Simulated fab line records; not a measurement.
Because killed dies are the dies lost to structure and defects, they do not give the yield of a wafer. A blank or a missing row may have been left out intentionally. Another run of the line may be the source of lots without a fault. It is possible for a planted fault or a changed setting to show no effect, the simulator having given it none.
Which tool is to blame?	flow gf180mcu	Sampling: 12 lots, 36 wafers, 5 of 602 route steps

WHAT THE GAUGES READ, wafer by wafer
GF_HV_LDD_TW_MEAS_23.
lot	measured	on	HV_LDD_2_TW
L622	day 12 02:20	film metro-03	1072 1068 1064
L623	day 12 10:07	film metro-01	1043 1046 1047
L624	day 12 12:47	film metro-04	1045 1047 1043
L625	day 12 22:11	film metro-03	1146 1147 1148 1147 1147 1143
L626	day 13 02:30	film metro-01	1049 1049 1047
L627	day 13 14:32	film metro-04	1125 1126 1131 1131 1131 1128
L635	day 16 04:02	film metro-04	1052 1045 1050
L636	day 16 11:23	film metro-01	1050 1046 1048
L637	day 16 16:44	film metro-04	1050 1047 1048
L638	day 17 11:41	film metro-03	1077 1078 1074
L640	day 18 02:17	film metro-03	1068 1062 1067
L641	day 18 02:19	film metro-04	1051 1045 1046

GF_HV_LDD_CD_MEAS_31: the cd target is 400 nm.
lot	measured	on	cd nm (nm)
L622	day 12 21:47	cd sem-02	399.1 398.1 396.6
L623	day 13 05:22	cd sem-01	399.9 400.5 402.0
L624	day 13 08:37	cd sem-02	398.9 401.2 398.9
L625	day 13 17:32	cd sem-02	399.9 400.8 399.8
L626	day 13 22:09	cd sem-01	397.0 395.9 397.8
L627	day 14 11:24	cd sem-01	400.4 396.6 397.1
L635	day 17 01:49	cd sem-02	399.4 398.9 400.5
L636	day 17 10:59	cd sem-02	398.2 397.8 396.8
L637	day 17 15:22	cd sem-02	398.8 400.2 397.4
L638	day 18 09:53	cd sem-01	397.1 399.5 399.1
L640	day 19 02:13	cd sem-02	399.1 399.4 400.1
L641	day 19 02:17	cd sem-01	404.2 401.3 402.6

WHAT TOOL EACH LOT RAN ON (gives the tool, then ch and the chambers of the sampled wafers, and finally the start)
lot	GF_VT_IMPLANT_STRIP_09	GF_POLY_GATE_ETCH_12	GF_HV_LDD_IMPLANT_21
L622	plasma asher-04 ch 0,1, day 6 17:40	rie diel-03 ch 0,2,3, day 10 11:26	implanter-03 ch 0, day 12 02:05
L623	plasma asher-02 ch 0,1, day 7 00:09	rie diel-02 ch 0,1,3, day 10 17:39	implanter-01 ch 0, day 12 09:53
L624	plasma asher-01 ch 0,1, day 7 03:13	rie diel-04 ch 0,1,3, day 10 19:26	implanter-01 ch 0, day 12 12:32
L625	plasma asher-02 ch 0,1, day 7 10:52	rie diel-02 ch 0,1,2, day 11 05:17	implanter-01 ch 0, day 12 21:56
L626	plasma asher-02 ch 0,1, day 7 16:07	rie diel-02 ch 0,2,3, day 11 09:26	implanter-03 ch 0, day 13 02:16
L627	plasma asher-01 ch 1, day 7 22:25	rie diel-02 ch 0,2, day 11 19:47	implanter-01 ch 0, day 13 14:18
L635	plasma asher-04 ch 0,1, day 9 23:22	rie diel-04 ch 0,1,3, day 14 05:20	implanter-03 ch 0, day 16 03:47
L636	plasma asher-04 ch 0,1, day 10 03:49	rie diel-04 ch 0,1,3, day 14 10:38	implanter-03 ch 0, day 16 11:08
L637	plasma asher-02 ch 0,1, day 10 10:13	rie diel-02 ch 0,2, day 14 19:47	implanter-01 ch 0, day 16 16:29
L638	plasma asher-01 ch 0,1, day 10 20:22	rie diel-02 ch 1,2, day 15 10:05	implanter-03 ch 0, day 17 11:26
L640	plasma asher-01 ch 0,1, day 11 08:25	rie diel-04 ch 1,2,3, day 15 20:11	implanter-03 ch 0, day 18 02:02
L641	plasma asher-01 ch 0,1, day 11 11:31	rie diel-03 ch 0,1,2, day 16 00:11	implanter-01 ch 0, day 18 02:02
- GF_VT_IMPLANT_STRIP_09: strips in O2/N2.
- GF_POLY_GATE_ETCH_12: etches BARC in N2/H2.
- GF_HV_LDD_IMPLANT_21

WHAT THE TOOLS THEMSELVES READ (means of the sampled wafers that have a number; where no wafer has one, the mark that the record gives instead)
GF_VT_IMPLANT_STRIP_09.
lot	tool	drypump motor current A (A)	heater power w (W)	n2 flow sccm (sccm)	oes product au (a.u.)	strip time to endpoint s (s)
L622	plasma asher-04	5.89	296	300.1	0.716	12.59
L623	plasma asher-02	5.61	314	300.1	0.717	12.65
L624	plasma asher-01	5.68	349	299.4	0.713	12.63
L625	plasma asher-02	5.59	310	300.1	0.715	12.60
L626	plasma asher-02	5.60	310	301.0	0.719	12.57
L627	plasma asher-01	5.55	363	298.7	0.713	12.58
L635	plasma asher-04	6.06	270	299.9	0.719	12.59
L636	plasma asher-04	5.89	297	299.1	0.712	12.63
L637	plasma asher-02	5.60	311	300.6	0.715	12.63
L638	plasma asher-01	5.67	350	300.2	0.714	12.59
L640	plasma asher-01	5.67	357	300.3	0.718	12.61
L641	plasma asher-01	5.67	348	300.8	0.710	12.64

GF_POLY_GATE_ETCH_12.
lot	tool	drypump motor current A (A)	n2 flow sccm (sccm)	oes product au (a.u.)	throttle valve pct (%)
L622	rie diel-03	5.8	99.89	0.732	13.221
L623	rie diel-02	5.9	100.11	0.738	13.212
L624	rie diel-04	6.4	99.72	0.739	13.204
L625	rie diel-02	5.6	100.03	0.735	13.208
L626	rie diel-02	6.0	100.27	0.733	13.214
L627	rie diel-02	5.7	99.94	0.734	13.217
L635	rie diel-04	6.4	99.80	0.737	13.217
L636	rie diel-04	6.4	100.10	0.735	13.219
L637	rie diel-02	6.1	100.35	0.735	13.216
L638	rie diel-02	5.2	100.27	0.733	13.205
L640	rie diel-04	6.2	99.88	0.737	13.209
L641	rie diel-03	5.7	100.02	0.735	13.218

GF_HV_LDD_IMPLANT_21.
lot	tool	beam energy keV	end station pressure torr (Torr)
L622	implanter-03	24.995	5.45e-06
L623	implanter-01	24.998	5.15e-06
L624	implanter-01	24.999	5.24e-06
L625	implanter-01	32.646	5.22e-06
L626	implanter-03	25.001	5.24e-06
L627	implanter-01	32.652	5.06e-06
L635	implanter-03	24.999	5.31e-06
L636	implanter-03	25.002	5.36e-06
L637	implanter-01	25.007	5.01e-06
L638	implanter-03	25.003	5.26e-06
L640	implanter-03	24.998	5.23e-06
L641	implanter-01	24.997	5.14e-06

THE ANSWER, worked out from the rows above alone
Rule: the usual values come from the lots themselves. The widest of any qualifying gaps counts: lots, ordered by their means at a reading, are off when they make up no more than a third of the lots, leave a main group of 4 or more, and stand apart from it by 3 or more times the standard deviation of that group's means. The tables above print the reading to a certain number of digits; a main group whose means all agree to those digits is not used. Also off: a lot with no number at a reading for which 4 or more lots have one. Any other lot the step has rows for is counted as sound. Order of review: gauges by route order, followed by the tools' own readings, for which a lot's mean as printed above is used. The first step at which some lot is off is used, and at that step the reading that is off furthest; a lot without a number counts as furthest.
Off: at GF_HV_LDD_TW_MEAS_23 (HV_LDD_2_TW), L625, L627. The main group has a mean of 1054 with a standard deviation of 11.
A tool fits if, at a process step before that reading, it ran every lot that is off, and no sound lot after the first of them. The gauges at GF_HV_LDD_TW_MEAS_23 aren't tried: what is off there is off at GF_HV_LDD_IMPLANT_21 too, on other tools, and a gauge's error can't cause that. Not one of the candidates tried fits.

WHAT THE SIMULATOR HAD INSERTED
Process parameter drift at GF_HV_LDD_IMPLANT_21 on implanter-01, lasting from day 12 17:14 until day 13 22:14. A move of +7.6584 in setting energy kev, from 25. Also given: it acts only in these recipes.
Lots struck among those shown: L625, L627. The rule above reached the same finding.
